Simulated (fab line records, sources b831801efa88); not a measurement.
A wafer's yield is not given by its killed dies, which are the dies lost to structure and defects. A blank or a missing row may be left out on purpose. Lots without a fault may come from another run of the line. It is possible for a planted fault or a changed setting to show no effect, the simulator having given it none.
Which tool is to blame? | flow gf180mcu | 39 wafers sampled from 13 lots at 1 step of a route of 602

## WHAT THE GAUGES READ, wafer by wafer
GF_M3_THK_MEAS_06: measures by xrf.
lot  | measured     | on           | M3_ALCU_THK (nm)
L114 | day 21 01:02 | filmMetro-03 | 448 458 449
L115 | day 21 13:46 | filmMetro-04 | 448 463 454
L117 | day 22 07:00 | filmMetro-03 | 451 453 453
L118 | day 22 12:04 | filmMetro-03 | 455 450 456
L119 | day 22 22:53 | filmMetro-03 | 445 447 442
L120 | day 23 14:41 | filmMetro-02 | 449 456 448
L121 | day 23 18:13 | filmMetro-03 | 445 453 449
L124 | day 24 18:06 | filmMetro-02 | 450 455 453
L127 | day 25 18:39 | filmMetro-04 | 452 440 441
L129 | day 26 05:46 | filmMetro-02 | 445 463 458
L131 | day 26 20:13 | filmMetro-02 | 445 445 444
L133 | day 27 06:33 | filmMetro-03 | 457 446 448
L134 | day 27 15:54 | filmMetro-04 | 451 447 439

## WHAT TOOL EACH LOT RAN ON (gives the tool, then ch and the chambers of the sampled wafers, and finally the start)
Record: no process step prior to these readings.

## WHAT THE TOOLS THEMSELVES READ (means of the sampled wafers that have a number; where no wafer has one, the mark that the record gives instead)
The record holds no such reading with a usual standard deviation.

## THE ANSWER, worked out from the rows above alone
Rule: usual is defined by the lots themselves. The widest of any qualifying gaps counts: lots, ordered by their means at a reading, are off when they make up no more than a third of the lots, leave a main group of 4 or more, and stand apart from it by 3 or more times the standard deviation of that group's means. If all means in a main group match to the digits the tables above print for the reading, that group is not used. Also off: a lot with no number at a reading for which 4 or more lots have one. Any other lot the step has rows for is counted as sound. Order of review: gauges by route order, followed by the tools' own readings, for which a lot's mean as printed above is used. The first step at which some lot is off is used, and at that step the reading that is off furthest; a lot without a number counts as furthest.
No lot is off at any reading shown: from this, nothing can be told.

## WHAT WAS PUT IN BY THE SIMULATOR
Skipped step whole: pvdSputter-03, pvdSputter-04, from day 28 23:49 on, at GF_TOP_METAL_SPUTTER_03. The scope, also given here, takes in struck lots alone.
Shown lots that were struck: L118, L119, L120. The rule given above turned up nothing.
